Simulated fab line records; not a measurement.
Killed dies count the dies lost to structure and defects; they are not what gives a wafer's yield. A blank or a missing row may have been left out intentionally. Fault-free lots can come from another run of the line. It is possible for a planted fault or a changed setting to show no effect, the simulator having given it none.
Which tool is to blame? :: flow gf180mcu :: Sampling: 6 lots, 18 wafers, 2 of 602 route steps

== WHAT THE GAUGES SHOWED, per wafer ==
GF_M4_THK_MEAS_06: measures by xrf.
lot: L127
measured: day 22 21:47
on: film-metro-03
M4_ALCU_THK (nm): 451 451 452

lot: L131
measured: day 24 11:25
on: film-metro-04
M4_ALCU_THK (nm): 454 464 459

lot: L134
measured: day 25 10:56
on: film-metro-03
M4_ALCU_THK (nm): 455 448 454

lot: L137
measured: day 26 06:17
on: film-metro-02
M4_ALCU_THK (nm): 459 457 454

lot: L146
measured: day 29 01:55
on: film-metro-03
M4_ALCU_THK (nm): 444 448 449

lot: L148
measured: day 29 15:24
on: film-metro-02
M4_ALCU_THK (nm): 449 444 443

== WHICH TOOL RAN EACH LOT (tool, then ch and the chambers of the sampled wafers, then the start) ==
lot: L127
GF_M4_SPUTTER_02: pvd-sputter-04, day 22 21:34

lot: L131
GF_M4_SPUTTER_02: pvd-sputter-03, day 24 11:11

lot: L134
GF_M4_SPUTTER_02: pvd-sputter-02, day 25 10:44

lot: L137
GF_M4_SPUTTER_02: pvd-sputter-03, day 26 06:05

lot: L146
GF_M4_SPUTTER_02: pvd-sputter-04, day 29 01:42

lot: L148
GF_M4_SPUTTER_02: pvd-sputter-04, day 29 15:11
- GF_M4_SPUTTER_02: material AlCu, target thk 450 nm, time 23.9 s.

== THE ANSWER, worked out from the rows above alone ==
Rule: the lots themselves supply what counts as usual. The widest of any qualifying gaps counts: lots, ordered by their means at a reading, are off when they make up no more than a third of the lots, leave a main group of 4 or more, and stand apart from it by 3 or more times the standard deviation of that group's means. A main group whose means are all the same, to the digits that the tables above print for the reading, isn't used. Also off: a lot with no number at a reading for which 4 or more lots have one. All remaining lots with rows at the step are treated as sound.
Across all readings shown, no lot is off: no conclusion can be drawn from this.

== WHAT HAD BEEN PUT IN BY THE SIMULATOR ==
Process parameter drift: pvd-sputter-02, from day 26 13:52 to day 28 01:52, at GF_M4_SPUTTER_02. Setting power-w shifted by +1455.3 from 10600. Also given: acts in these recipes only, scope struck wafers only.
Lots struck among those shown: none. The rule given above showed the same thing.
